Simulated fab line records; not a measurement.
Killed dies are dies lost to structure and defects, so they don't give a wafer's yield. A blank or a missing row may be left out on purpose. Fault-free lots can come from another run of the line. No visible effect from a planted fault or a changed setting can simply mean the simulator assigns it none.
fab line records	flow sky130
record: lots: 6	wafers: 18	lastDay: 49
route steps=708 shown POLY_CUT@317 SD_P@320 RES_XHIGH@332 SD_N@342 PAD_OPEN@708
lots that met no fault: taken from a fault-free run of the same line
startH: hours from the record's opening day to when the first of the lot's shown wafers began	waitH: hours elapsed since this lot's preceding step	" same as the row above	L1.1+2: several wafers, shown together as one row	- no value, or no start was given	* or withheld: withheld	< > ~ a bound
route shown NAME@n: NAME is a module with steps in the file, n the number in the route of the first one	usual: mean and standard deviation over wafers with no fault	same: alike in all rows	chamber/n: place in a boat	sites: per-site readings	_std_site: standard deviation across them	_edge_site: inner sites' mean taken away from outer sites' mean	radiusMm: for every site, how far away it sits from the centre of the wafer	mask NAME#n: copy n	behind: the tool/chamber that last shaped the wafer	hold: why the lot was held/for how many hours/how that ended	device: whichever transistor did not switch (one of n, p or np)	end of line: tests run on the same wafers once the route is complete	a step given without rows: its recipe and nothing more	killed: dies lost to structure and defects at the first sort, not the wafer's yield	map: a wafer's dies, marking killed ones x, the rest . and places with no die _
set.NAME: the setting that was run; set.NAME@STEP: the one run at that earlier step	model.NAME: the simulator's own value behind a step, which no gauge read
lots seen at some steps along the route; tables by step, rows by wafer
services: when a tool's chamber went out of use (startH, in hours from the record's first day, below 0 if earlier), for how many hours, and the reason
== steps ==
step: SKY_POLY_CUT_ETCH_10
recipe: chemistry: N2/H2	target: BARC	ionEnergyEv: 200	sourceW: 500	biasW: 100	pressureMtorr: 30	n2FlowSccm: 100	h2FlowSccm: 200	stopOn: SiO2	timeS: 45.9	targetDepthA: 600
usual: drypumpMotorCurrentA: 5.7/0.36	oesProductAu: 0.855/0.0051	throttleValvePct: 13.225/0.009
lot.wafer	tool	chamber	startH	waitH	drypumpMotorCurrentA	oesProductAu	rfHoursCounterH	throttleValvePct
L576.1	rieDiel-01	3	564.49	0.0	5.7	0.851	4	13.229
L576.4	"	1	"	"	5.9	0.855	2	13.242
L576.6	"	0	"	"	5.8	0.858	-	13.199
L578.3	rieDiel-04	1	576.69	0.0	5.8	0.848	20	13.236
L578.4	"	3	"	"	5.6	0.860	31	13.228
L578.5	"	0	"	"	5.1	0.860	-	13.230
L589.1	rieDiel-01	2	677.86	0.0	6.0	0.849	13	13.218
L589.2	"	0	"	"	5.7	0.859	4	13.214
L589.4	"	1	"	"	5.9	0.860	4	13.233
L591.2	rieDiel-01	2	687.06	0.0	6.0	0.855	13	13.230
L591.3	"	1	"	"	5.9	0.864	4	13.229
L591.4	"	0	"	"	5.8	0.853	4	13.229
L592.1	rieDiel-04	2	696.06	0.0	4.8	0.857	12	13.227
L592.3	"	3	"	"	5.6	0.852	33	13.234
L592.5	"	1	"	"	5.8	0.850	-	13.233
L596.3	rieDiel-02	2	726.26	0.0	6.3	0.850	3	13.222
L596.4	"	0	"	"	5.5	0.861	2	13.210
L596.5	"	2	"	"	6.3	0.856	-	13.214
step: SKY_POLY_CUT_ETCH_11
recipe: target: Si3N4	chemistry: CF4/CH2F2/Ar	stopOn: poly-Si	sourceW: 600	biasW: 150	pressureMtorr: 40	cf4FlowSccm: 40	ch2f2FlowSccm: 20	Ar_flow_sccm: 150	timeS: 42.5	targetDepthA: 600
step: SKY_POLY_CUT_STRIP_12
recipe: chemistry: O2/N2	powerW: 1400	pressureMtorr: 1500	platenTempC: withheld	o2FlowSccm: 3000	n2FlowSccm: 300	overashFraction: 0.5
usual: drypumpMotorCurrentA: 6.0/0.52	oesProductAu: 0.452/0.0048	stripTimeToEndpointS: 5.356/0.015
lot.wafer	tool	chamber	startH	waitH	drypumpMotorCurrentA	oesProductAu	rfHoursCounterH	stripTimeToEndpointS
L576.1	plasmaAsher-02	0	564.58	0.0	5.4	0.449	45	5.374
L576.4	"	0	"	"	5.4	0.459	-	5.363
L576.6	"	0	"	"	5.4	0.459	-	5.359
L578.3	plasmaAsher-02	0	576.81	0.1	5.4	0.454	-	5.343
L578.4	"	1	"	"	5.7	0.451	-	5.336
L578.5	"	0	"	"	5.4	0.452	-	5.349
L589.1	plasmaAsher-03	1	677.94	0.0	5.3	0.456	87	5.347
L589.2	"	0	"	"	6.4	0.447	87	5.359
L589.4	"	1	"	"	5.3	0.449	-	5.349
L591.2	plasmaAsher-02	0	687.14	0.0	5.4	0.450	47	5.359
L591.3	"	0	"	"	5.4	0.457	-	5.372
L591.4	"	1	"	"	5.7	0.463	-	5.351
L592.1	plasmaAsher-03	0	696.14	0.0	6.4	0.453	89	5.357
L592.3	"	1	"	"	5.3	0.441	-	5.366
L592.5	"	0	"	"	6.3	0.449	-	5.334
L596.3	plasmaAsher-03	1	726.37	0.1	5.3	0.444	-	5.353
L596.4	"	0	"	"	6.5	0.449	-	5.346
L596.5	"	0	"	"	6.4	0.457	-	5.337
step: SKY_SD_P_DEHYDRATE_00
recipe: tempC: 200	timeS: 60
step: SKY_SD_P_HMDS_01
recipe: primeTimeS: 60	primeTempC: 120
step: SKY_SD_P_COAT_02
recipe: resist: NOVOLAK	spinRpm: 3000	resistThkNm: 1140
step: SKY_SD_P_SOFTBAKE_03
recipe: tempC: 90	timeS: 60	resist: NOVOLAK
step: SKY_SD_P_EXPOSE_04
recipe: maskId: PSDM	na: 0.6	sourceShape: conventional	sigmaOuter: 0.6	polarization: unpolarized	targetCdNm: 380	doseMj: 138
step: SKY_SD_P_PEB_05
recipe: tempC: withheld	timeS: *	resist: NOVOLAK
step: SKY_SD_P_DEVELOP_06
recipe: resist: NOVOLAK	developer: TMAH	developTimeS: 60	devTempC: 23
step: SKY_SD_P_CD_MEAS_07
recipe: targetCdNm: 380
usual: cdNm: 379.6/2.1
lot.wafer	tool	chamber	startH	waitH	cdNm
L576.1	cdSem-02	-	593.95	0.1	378.3
L576.4	"	-	"	"	380.0
L576.6	"	-	"	"	379.0
L578.3	cdSem-01	-	605.13	0.1	380.6
L578.4	"	-	"	"	381.0
L578.5	"	-	"	"	380.2
L589.1	cdSem-01	-	706.09	0.1	377.1
L589.2	"	-	"	"	375.8
L589.4	"	-	"	"	376.2
L591.2	cdSem-02	-	714.87	0.1	383.2
L591.3	"	-	"	"	381.3
L591.4	"	-	"	"	384.4
L592.1	cdSem-02	-	723.07	0.1	378.2
L592.3	"	-	"	"	378.3
L592.5	"	-	"	"	378.8
L596.3	cdSem-01	-	753.48	0.1	378.6
L596.4	"	-	"	"	375.2
L596.5	"	-	"	"	376.2
step: SKY_SD_P_OVL_MEAS_08
usual: SD_P_OVL: 0.2/1.3
lot.wafer	tool	chamber	startH	waitH	SD_P_OVL[nm]
L576.1	overlay-02	-	594.07	0.1	2.3
L576.4	"	-	"	"	0.0
L576.6	"	-	"	"	0.3
L578.3	overlay-01	-	605.22	0.1	-0.4
L578.4	"	-	"	"	1.1
L578.5	"	-	"	"	-0.5
L589.1	overlay-01	-	706.21	0.1	0.3
L589.2	"	-	"	"	-1.7
L589.4	"	-	"	"	-0.2
L591.2	overlay-01	-	714.98	0.1	-0.5
L591.3	"	-	"	"	1.8
L591.4	"	-	"	"	-0.3
L592.1	overlay-02	-	723.19	0.1	1.2
L592.3	"	-	"	"	1.4
L592.5	"	-	"	"	-0.1
L596.3	overlay-02	-	753.57	0.1	1.7
L596.4	"	-	"	"	0.6
L596.5	"	-	"	"	-0.1
step: SKY_SD_P_IMPLANT_09
recipe: species: BF2	energyKev: 20	doseCm2: 3e+15	tiltDeg: 0
lot.wafer	tool	chamber	startH	waitH
L576.1+4+6	implanter-04	0	594.11	0.0
L578.3+4+5	implanter-04	0	605.29	0.1
L589.1+2+4	implanter-01	0	706.26	0.0
L591.2+3+4	implanter-01	0	715.04	0.0
L592.1+3+5	implanter-01	0	723.23	0.0
L596.3+4+5	implanter-04	0	753.64	0.1
step: SKY_SD_P_STRIP_10
recipe: chemistry: O2/N2	powerW: 1400	pressureMtorr: 1500	platenTempC: withheld	o2FlowSccm: 3000	n2FlowSccm: 300	overashFraction: 0.5
usual: drypumpMotorCurrentA: 5.79/0.25	oesProductAu: 0.617/0.0047	stripTimeToEndpointS: 17.49/0.041
lot.wafer	tool	chamber	startH	waitH	drypumpMotorCurrentA	oesProductAu	rfHoursCounterH	stripTimeToEndpointS
L576.1	plasmaAsher-01	1	594.26	0.1	5.94	0.620	17	17.54
L576.4	"	0	"	"	5.77	0.614	-	17.50
L576.6	"	0	"	"	5.75	0.617	-	17.49
L578.3	plasmaAsher-01	0	605.43	0.1	5.74	0.621	-	17.53
L578.4	"	1	"	"	5.95	0.623	-	17.50
L578.5	"	0	"	"	5.77	0.609	-	17.56
L589.1	plasmaAsher-03	1	706.41	0.1	5.30	0.618	90	17.44
L589.2	"	0	"	"	6.40	0.615	90	17.47
L589.4	"	1	"	"	5.31	0.623	-	17.50
L591.2	plasmaAsher-01	1	715.16	0.1	5.95	0.622	32	17.47
L591.3	"	0	"	"	5.75	0.618	-	17.46
L591.4	"	1	"	"	5.95	0.619	-	17.46
L592.1	plasmaAsher-02	1	723.38	0.1	5.67	0.612	51	17.47
L592.3	"	0	"	"	5.39	0.620	-	17.45
L592.5	"	0	"	"	5.41	0.614	-	17.46
L596.3	plasmaAsher-03	0	753.78	0.1	6.38	0.619	-	17.52
L596.4	"	1	"	"	5.30	0.616	-	17.49
L596.5	"	0	"	"	6.43	0.612	-	17.52
step: SKY_SD_P_TW_MEAS_11
usual: SD_P_TW: 2810/19
lot.wafer	tool	chamber	startH	waitH	SD_P_TW
L576.1	filmMetro-02	-	594.36	0.1	2811
L576.4	"	-	"	"	2823
L576.6	"	-	"	"	2808
L578.3	filmMetro-01	-	605.51	0.1	2823
L578.4	"	-	"	"	2811
L578.5	"	-	"	"	2816
L589.1	filmMetro-04	-	706.51	0.1	2794
L589.2	"	-	"	"	2792
L589.4	"	-	"	"	2787
L591.2	filmMetro-02	-	715.27	0.1	2784
L591.3	"	-	"	"	2804
L591.4	"	-	"	"	2793
L592.1	filmMetro-01	-	723.48	0.1	2816
L592.3	"	-	"	"	2809
L592.5	"	-	"	"	2816
L596.3	filmMetro-01	-	753.86	0.1	2840
L596.4	"	-	"	"	2851
L596.5	"	-	"	"	2842
step: SKY_RES_XHIGH_DEHYDRATE_00
recipe: tempC: 200	timeS: 60
step: SKY_RES_XHIGH_HMDS_01
recipe: primeTimeS: 60	primeTempC: 120
step: SKY_RES_XHIGH_COAT_02
recipe: resist: NOVOLAK	spinRpm: 3000	resistThkNm: 1140
step: SKY_RES_XHIGH_SOFTBAKE_03
recipe: tempC: 90	timeS: 60	resist: NOVOLAK
step: SKY_RES_XHIGH_EXPOSE_04
recipe: maskId: URPM	na: 0.6	sourceShape: conventional	sigmaOuter: 0.6	polarization: unpolarized	targetCdNm: 1270	doseMj: 140
step: SKY_RES_XHIGH_PEB_05
recipe: tempC: withheld	timeS: *	resist: NOVOLAK
step: SKY_RES_XHIGH_DEVELOP_06
recipe: resist: NOVOLAK	developer: TMAH	developTimeS: 60	devTempC: 23
step: SKY_RES_XHIGH_IMPLANT_07
recipe: species: BF2	energyKev: 20	doseCm2: 3.64e+14	tiltDeg: 0
step: SKY_RES_XHIGH_STRIP_08
recipe: chemistry: O2/N2	powerW: 1400	pressureMtorr: 1500	platenTempC: withheld	o2FlowSccm: 3000	n2FlowSccm: 300	overashFraction: 0.5
step: SKY_RES_XHIGH_TW_MEAS_09
usual: RES_XHIGH_TW: 1636/9.7
lot.wafer	tool	chamber	startH	waitH	RES_XHIGH_TW
L576.1	filmMetro-04	-	623.12	0.1	1635
L576.4	"	-	"	"	1633
L576.6	"	-	"	"	1627
L578.3	filmMetro-02	-	634.67	0.1	1635
L578.4	"	-	"	"	1640
L578.5	"	-	"	"	1647
L589.1	filmMetro-04	-	734.15	0.1	1616
L589.2	"	-	"	"	1617
L589.4	"	-	"	"	1618
L591.2	filmMetro-04	-	742.91	0.1	1623
L591.3	"	-	"	"	1631
L591.4	"	-	"	"	1617
L592.1	filmMetro-04	-	750.60	0.1	1620
L592.3	"	-	"	"	1623
L592.5	"	-	"	"	1627
L596.3	filmMetro-04	-	781.03	0.1	1635
L596.4	"	-	"	"	1633
L596.5	"	-	"	"	1633
step: SKY_SD_N_DEHYDRATE_00
recipe: tempC: 200	timeS: 60
step: SKY_SD_N_HMDS_01
recipe: primeTimeS: 60	primeTempC: 120
step: SKY_SD_N_COAT_02
recipe: resist: NOVOLAK	spinRpm: 3000	resistThkNm: 1140
step: SKY_SD_N_SOFTBAKE_03
recipe: tempC: 90	timeS: 60	resist: NOVOLAK
step: SKY_SD_N_EXPOSE_04
recipe: maskId: NSDM	na: 0.6	sourceShape: conventional	sigmaOuter: 0.6	polarization: unpolarized	targetCdNm: 380	doseMj: 141
step: SKY_SD_N_PEB_05
recipe: tempC: withheld	timeS: *	resist: NOVOLAK
step: SKY_SD_N_DEVELOP_06
recipe: resist: NOVOLAK	developer: TMAH	developTimeS: 60	devTempC: 23
step: SKY_SD_N_CD_MEAS_07
recipe: targetCdNm: 380
usual: cdNm: 379.8/1.9
lot.wafer	tool	chamber	startH	waitH	cdNm
L576.1	cdSem-02	-	651.74	0.1	379.2
L576.4	"	-	"	"	383.4
L576.6	"	-	"	"	379.1
L578.3	cdSem-02	-	662.06	0.1	377.2
L578.4	"	-	"	"	379.4
L578.5	"	-	"	"	381.0
L589.1	cdSem-02	-	761.94	0.1	381.9
L589.2	"	-	"	"	380.8
L589.4	"	-	"	"	380.3
L591.2	cdSem-02	-	770.91	0.1	382.6
L591.3	"	-	"	"	380.1
L591.4	"	-	"	"	379.7
L592.1	cdSem-01	-	776.69	0.1	381.2
L592.3	"	-	"	"	378.7
L592.5	"	-	"	"	380.0
L596.3	cdSem-01	-	806.99	0.1	380.2
L596.4	"	-	"	"	379.3
L596.5	"	-	"	"	381.4
step: SKY_SD_N_OVL_MEAS_08
usual: SD_N_OVL: -0.1/1.3
lot.wafer	tool	chamber	startH	waitH	SD_N_OVL[nm]
L576.1	overlay-02	-	651.86	0.1	-1.2
L576.4	"	-	"	"	-1.9
L576.6	"	-	"	"	-0.4
L578.3	overlay-01	-	662.15	0.1	0.1
L578.4	"	-	"	"	1.6
L578.5	"	-	"	"	-0.4
L589.1	overlay-01	-	762.06	0.1	-1.5
L589.2	"	-	"	"	2.0
L589.4	"	-	"	"	1.4
L591.2	overlay-02	-	771.01	0.1	-1.0
L591.3	"	-	"	"	-1.4
L591.4	"	-	"	"	-2.0
L592.1	overlay-02	-	776.81	0.1	-1.9
L592.3	"	-	"	"	-0.8
L592.5	"	-	"	"	-2.3
L596.3	overlay-02	-	807.08	0.1	0.0
L596.4	"	-	"	"	0.6
L596.5	"	-	"	"	0.7
step: SKY_SD_N_IMPLANT_09
recipe: species: As	energyKev: 50	doseCm2: 4e+15	tiltDeg: 0
step: SKY_SD_N_IMPLANT_10
recipe: species: P	energyKev: 20	doseCm2: 1e+14	tiltDeg: 0
step: SKY_SD_N_STRIP_11
recipe: chemistry: O2/N2	powerW: 1400	pressureMtorr: 1500	platenTempC: withheld	o2FlowSccm: 3000	n2FlowSccm: 300	overashFraction: 0.5
usual: drypumpMotorCurrentA: 6.1/0.43	oesProductAu: 0.527/0.005	stripTimeToEndpointS: 22.55/0.038
lot.wafer	tool	chamber	startH	waitH	drypumpMotorCurrentA	oesProductAu	rfHoursCounterH	stripTimeToEndpointS
L576.1	plasmaAsher-03	1	652.19	0.1	5.3	0.524	84	22.54
L576.4	"	1	"	"	5.3	0.527	-	22.53
L576.6	"	0	"	"	6.4	0.520	-	22.55
L578.3	plasmaAsher-04	1	662.51	0.1	6.5	0.532	-	22.55
L578.4	"	0	"	"	6.4	0.536	-	22.57
L578.5	"	0	"	"	6.4	0.527	-	22.55
L589.1	plasmaAsher-04	1	762.39	0.1	6.5	0.527	2	22.49
L589.2	"	0	"	"	6.4	0.523	2	22.48
L589.4	"	0	"	"	6.4	0.534	-	22.49
L591.2	plasmaAsher-04	0	771.34	0.1	6.4	0.536	3	22.59
L591.3	"	1	"	"	6.5	0.528	-	22.60
L591.4	"	0	"	"	6.4	0.527	-	22.57
L592.1	plasmaAsher-01	1	777.14	0.1	5.9	0.521	39	22.55
L592.3	"	1	"	"	5.9	0.528	-	22.53
L592.5	"	0	"	"	5.8	0.517	-	22.54
L596.3	plasmaAsher-03	1	807.44	0.1	5.3	0.531	-	22.53
L596.4	"	0	"	"	6.4	0.529	-	22.46
L596.5	"	0	"	"	6.4	0.532	-	22.51
step: SKY_SD_N_TW_MEAS_12
usual: SD_N_TW: 3961/34
lot.wafer	tool	chamber	startH	waitH	SD_N_TW
L576.1	filmMetro-01	-	652.29	0.1	4017
L576.4	"	-	"	"	4009
L576.6	"	-	"	"	4010
L578.3	filmMetro-02	-	662.60	0.1	3975
L578.4	"	-	"	"	3994
L578.5	"	-	"	"	3973
L589.1	filmMetro-04	-	762.49	0.1	3929
L589.2	"	-	"	"	3915
L589.4	"	-	"	"	3925
L591.2	filmMetro-02	-	771.45	0.1	3969
L591.3	"	-	"	"	3951
L591.4	"	-	"	"	3974
L592.1	filmMetro-01	-	777.24	0.1	3988
L592.3	"	-	"	"	3988
L592.5	"	-	"	"	3986
L596.3	filmMetro-04	-	807.53	0.1	3970
L596.4	"	-	"	"	3957
L596.5	"	-	"	"	3959
step: SKY_SD_N_CLEAN_13
recipe: chemistry: SC1/SC2	mix: 1:4:20	tempC: 70	timeS: 150	dry: n2Spin
step: SKY_SD_N_RTA_14
recipe: tempC: 1075	timeS: 2	idleTempC: 650	rampUpCPerS: 150	rampDownCPerS: 90	ambient: N2
usual: chamberO2Ppm: 1.999/0.021	lampPowerPct: 15.73/0.054	wafer_temp_C_max: 1078.1/1.4
lot.wafer	tool	chamber	startH	waitH	chamberO2Ppm	lampPowerPct	wafer_temp_C_max
L576.1	rtpAnneal-01	0	652.41	0.0	2.006	15.61	1077.9
L576.4	"	0	"	"	2.016	15.77	1079.7
L576.6	"	0	"	"	2.029	15.71	1077.2
L578.3	rtpAnneal-01	0	662.71	0.0	1.991	15.75	1077.9
L578.4	"	0	"	"	1.992	15.72	1076.1
L578.5	"	0	"	"	2.029	15.70	1079.7
L589.1	rtpAnneal-01	0	762.60	0.0	1.993	15.68	1078.0
L589.2	"	0	"	"	2.005	15.86	1077.6
L589.4	"	0	"	"	2.006	15.77	1078.0
L591.2	rtpAnneal-01	0	771.56	0.0	1.987	15.76	1076.2
L591.3	"	0	"	"	1.988	15.76	1077.4
L591.4	"	0	"	"	1.991	15.81	1078.2
L592.1	rtpAnneal-02	0	777.35	0.0	2.004	15.73	1077.7
L592.3	"	0	"	"	1.980	15.76	1076.5
L592.5	"	0	"	"	2.012	15.69	1080.3
L596.3	rtpAnneal-02	0	807.63	0.0	1.990	15.75	1078.4
L596.4	"	0	"	"	2.007	15.71	1077.1
L596.5	"	0	"	"	1.948	15.72	1080.6
step: SKY_SD_N_RS_MEAS_16
recipe: thkMeasGauge: four-point-probe
usual: SD_N_RS: 68.60/0.11
lot.wafer	tool	chamber	startH	waitH	SD_N_RS[ohm/sq]
L576.1	filmMetro-01	-	652.58	0.1	68.49
L576.4	"	-	"	"	68.44
L576.6	"	-	"	"	68.35
L578.3	filmMetro-04	-	662.90	0.1	68.55
L578.4	"	-	"	"	68.65
L578.5	"	-	"	"	68.59
L589.1	filmMetro-02	-	762.78	0.1	68.82
L589.2	"	-	"	"	68.83
L589.4	"	-	"	"	68.67
L591.2	filmMetro-02	-	771.75	0.1	68.85
L591.3	"	-	"	"	68.61
L591.4	"	-	"	"	68.67
L592.1	filmMetro-04	-	777.53	0.1	68.67
L592.3	"	-	"	"	68.65
L592.5	"	-	"	"	68.38
L596.3	filmMetro-04	-	807.83	0.1	68.39
L596.4	"	-	"	"	68.82
L596.5	"	-	"	"	68.58
step: SKY_PAD_OPEN_PROBE_99
usual: killed_at_M0_to_M3: 43/6.5	killed_at_M4_up: 3.2/1.8	killedAtContacts: 24/5	killedAtFrontEnd: 15/4.1	killedAtOther: 0.3/0.54	killedDies: 85/9.3	killedOpen: 47/7.2	killedShort: 39/5.9
same: grossDies: 492	killedAtBackSide: 0
lot.wafer	tool	chamber	startH	waitH	killed_at_M0_to_M3	killed_at_M4_up	killedAtContacts	killedAtFrontEnd	killedAtOther	killedDies	killedOpen	killedShort	model.etest.resHighPo.rsOhmSqRange	model.etest.resPdiff.rsOhmSqRange
L576.1	prober-01	-	1083.56	0.1	47	1	24	19	0	91	45	45	6.328	4.717
L576.4	prober-01	-	1083.71	0.2	39	8	27	24	0	98	58	40	9.624	5.153
L576.6	prober-01	-	1083.81	0.2	43	2	17	20	0	82	42	40	8.001	3.727
L578.3	prober-01	-	1086.79	0.2	48	3	18	15	0	84	49	34	7.738	7.261
L578.4	prober-01	-	1086.84	0.2	58	4	24	12	1	99	52	46	11.79	6.306
L578.5	prober-01	-	1086.89	0.2	38	4	25	15	0	82	46	36	9.105	6.49
L589.1	prober-01	-	1159.11	0.1	53	2	23	15	0	93	52	41	10.97	4.53
L589.2	prober-01	-	1159.16	0.1	48	4	29	14	0	95	55	40	11.61	8.922
L589.4	prober-01	-	1159.26	0.2	34	5	38	17	0	94	60	34	9.562	6.811
L591.2	prober-02	-	1165.76	0.1	39	4	26	15	0	84	48	36	31.66	10.55
L591.3	prober-02	-	1165.81	0.2	47	5	25	14	0	91	56	35	27.72	11.91
L591.4	prober-02	-	1165.86	0.2	37	1	22	16	1	77	43	34	28.59	8.652
L592.1	prober-01	-	1167.47	0.1	27	1	30	13	0	71	40	31	25.57	11.61
L592.3	prober-01	-	1167.57	0.2	38	2	24	12	0	76	40	36	27.11	8.455
L592.5	prober-01	-	1167.67	0.2	38	1	26	11	0	76	44	32	25.18	9.475
L596.3	prober-01	-	1186.48	0.2	41	7	19	12	0	79	31	48	13.65	6.165
L596.4	prober-01	-	1186.53	0.2	37	4	21	20	0	82	46	36	9.491	5.265
L596.5	prober-01	-	1186.58	0.2	49	4	22	16	0	91	47	44	11.57	7.195
killed by level:class
L576.1 VIA1:geometricParticle:open=14 CONTACT:geometricParticle:open=8 VIA3:geometricParticle:open=8 LOCAL_INTERCONNECT:geometricParticle:short=7 METAL2:geometricParticle:short=6 VIA2:geometricParticle:short=5 FIELD_ISO:geometricParticle:short=4 POLY_GATE:geometricParticle:short=4
L576.4 CONTACT:geometricParticle:open=9 VIA1:geometricParticle:open=9 LI_CONTACT:geometricParticle:open=8 FIELD_ISO:geometricParticle:open=7 VIA3:geometricParticle:open=6 METAL2:geometricParticle:short=6 POLY_GATE:geometricParticle:open=5 METAL4:geometricParticle:short=5
L576.6 VIA2:geometricParticle:open=10 FIELD_ISO:geometricParticle:short=9 CONTACT:geometricParticle:open=6 METAL1:geometricParticle:short=6 VIA1:geometricParticle:open=6 FIELD_ISO:geometricParticle:open=5 METAL2:geometricParticle:short=5 LOCAL_INTERCONNECT:geometricParticle:short=4
L578.3 VIA1:geometricParticle:open=21 CONTACT:geometricParticle:open=8 LI_CONTACT:geometricParticle:open=5 METAL3:geometricParticle:short=5 VIA1:geometricParticle:short=5 VIA2:geometricParticle:open=5 FIELD_ISO:geometricParticle:short=4 VIA3:geometricParticle:open=4
L578.4 VIA2:geometricParticle:open=12 VIA1:geometricParticle:open=11 VIA1:geometricParticle:short=10 CONTACT:geometricParticle:open=8 VIA3:geometricParticle:open=8 METAL1:geometricParticle:short=7 LI_CONTACT:geometricParticle:open=5 LOCAL_INTERCONNECT:geometricParticle:short=4
L578.5 VIA1:geometricParticle:open=9 LI_CONTACT:geometricParticle:open=8 CONTACT:geometricParticle:open=8 VIA3:geometricParticle:short=5 POLY_GATE:geometricParticle:open=5 METAL3:geometricParticle:short=5 VIA3:geometricParticle:open=5 FIELD_ISO:geometricParticle:short=4
L589.1 VIA1:geometricParticle:open=21 CONTACT:geometricParticle:open=8 LI_CONTACT:geometricParticle:open=8 FIELD_ISO:geometricParticle:short=6 VIA1:geometricParticle:short=6 VIA2:geometricParticle:short=6 VIA2:geometricParticle:open=5 FIELD_ISO:geometricParticle:open=4
L589.2 VIA2:geometricParticle:open=15 LI_CONTACT:geometricParticle:open=10 CONTACT:geometricParticle:open=9 VIA1:geometricParticle:open=7 METAL2:geometricParticle:short=7 FIELD_ISO:geometricParticle:short=5 VIA3:geometricParticle:open=5 LOCAL_INTERCONNECT:geometricParticle:short=4
L589.4 CONTACT:geometricParticle:open=18 VIA1:geometricParticle:open=9 LI_CONTACT:geometricParticle:open=8 VIA2:geometricParticle:open=8 FIELD_ISO:geometricParticle:open=6 LOCAL_INTERCONNECT:geometricParticle:short=6 POLY_GATE:geometricParticle:open=5 METAL4:geometricParticle:short=4
L591.2 LI_CONTACT:geometricParticle:open=8 VIA1:geometricParticle:open=8 CONTACT:geometricParticle:open=8 METAL1:geometricParticle:short=8 VIA2:geometricParticle:open=8 CONTACT:geometricParticle:short=6 POLY_GATE:geometricParticle:open=5 FIELD_ISO:geometricParticle:short=3
L591.3 VIA1:geometricParticle:open=16 CONTACT:geometricParticle:open=10 LI_CONTACT:geometricParticle:open=9 VIA1:geometricParticle:short=7 VIA3:geometricParticle:open=6 POLY_GATE:geometricParticle:open=4 METAL1:geometricParticle:short=4 METAL2:geometricParticle:short=4
L591.4 CONTACT:geometricParticle:open=9 METAL1:geometricParticle:short=9 VIA1:geometricParticle:open=9 VIA2:geometricParticle:open=7 POLY_GATE:geometricParticle:short=4 LI_CONTACT:geometricParticle:open=4 CONTACT:geometricParticle:short=4 FIELD_ISO:geometricParticle:open=3
L592.1 CONTACT:geometricParticle:open=11 LI_CONTACT:geometricParticle:open=9 VIA1:geometricParticle:open=6 CONTACT:geometricParticle:short=6 METAL1:geometricParticle:short=5 POLY_GATE:geometricParticle:short=3 METAL2:geometricParticle:short=3 VIA1:geometricParticle:short=3
L592.3 LI_CONTACT:geometricParticle:open=11 VIA1:geometricParticle:open=10 FIELD_ISO:geometricParticle:short=6 LOCAL_INTERCONNECT:geometricParticle:short=5 METAL1:geometricParticle:short=5 CONTACT:geometricParticle:open=4 VIA2:geometricParticle:open=4 METAL2:geometricParticle:short=4
L592.5 VIA1:geometricParticle:open=10 CONTACT:geometricParticle:short=7 LI_CONTACT:geometricParticle:open=6 CONTACT:geometricParticle:open=6 VIA2:geometricParticle:open=6 VIA3:geometricParticle:open=5 FIELD_ISO:geometricParticle:open=4 LOCAL_INTERCONNECT:geometricParticle:short=4
L596.3 CONTACT:geometricParticle:short=8 VIA1:geometricParticle:short=7 METAL1:geometricParticle:short=7 METAL4:geometricParticle:short=5 CONTACT:geometricParticle:open=5 VIA2:geometricParticle:open=5 METAL2:geometricParticle:short=4 VIA1:geometricParticle:open=4
L596.4 VIA1:geometricParticle:open=9 CONTACT:geometricParticle:open=8 VIA3:geometricParticle:open=7 FIELD_ISO:geometricParticle:short=6 POLY_GATE:geometricParticle:open=6 LI_CONTACT:geometricParticle:open=5 FIELD_ISO:geometricParticle:open=4 LI_CONTACT:geometricParticle:short=4
L596.5 METAL1:geometricParticle:short=10 VIA1:geometricParticle:open=7 VIA3:geometricParticle:open=7 CONTACT:geometricParticle:open=6 VIA2:geometricParticle:open=6 FIELD_ISO:geometricParticle:open=5 LI_CONTACT:geometricParticle:open=5 LOCAL_INTERCONNECT:geometricParticle:short=5
== services ==
tool	chamber	startH	hours	kind
implanter-01	-	549.96	6.8	repair
implanter-01	-	552.60	2.2	repair
rtpAnneal-01	-	575.75	64.6	pm
plasmaAsher-02	-	581.46	103.8	repair
rieDiel-01	2	598.93	2.7	repair
rieDiel-04	0	620.55	4.2	repair
rieDiel-04	-	623.52	0.4	repair
rieDiel-01	1	636.05	3.6	repair
implanter-04	-	643.16	1.0	repair
plasmaAsher-02	-	648.52	0.9	repair
implanter-04	-	649.87	1.2	repair
implanter-01	-	662.25	2.3	repair
rieDiel-04	2	663.22	6.4	repair
plasmaAsher-04	-	673.51	0.4	repair
plasmaAsher-01	-	675.86	1.1	repair
implanter-01	-	685.80	4.9	repair
implanter-01	-	716.55	4.2	pm
implanter-04	-	729.64	1.8	repair
plasmaAsher-04	-	733.75	9.0	pm
plasmaAsher-02	-	734.70	1.1	repair
rtpAnneal-01	-	736.88	1.0	repair
plasmaAsher-02	-	751.07	14.6	pm
rieDiel-01	0	761.67	13.6	repair
plasmaAsher-02	-	796.57	3.4	repair
== key ==
firstSign none at tools or gauges
modelEffect: step: SKY_PAD_OPEN_PROBE_99	value: etest.resHighPo.rsOhmSqRange	without: 6.894	struck: 27.64
metAt SKY_SD_P_IMPLANT_09
struckWafers L591.2,L591.3,L591.4,L592.1,L592.3,L592.5
testerLeftOut L591,L592
onsetBetween 706.26 715.04
fault: kind: processParameterDrift	tool: implanter-01	chamber: -	onsetH: 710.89	steps: SKY_SD_P_IMPLANT_09	channel: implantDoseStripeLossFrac	offset: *	shape: step	endH: 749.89
testerLeftOut: of these lots the tester's yield and bins aren't shown, on N5 and GAA mostly nor the transistor test; their killed dies are dies lost to structure and defects alone, not to doping, threshold or leakage, so they don't give the yield
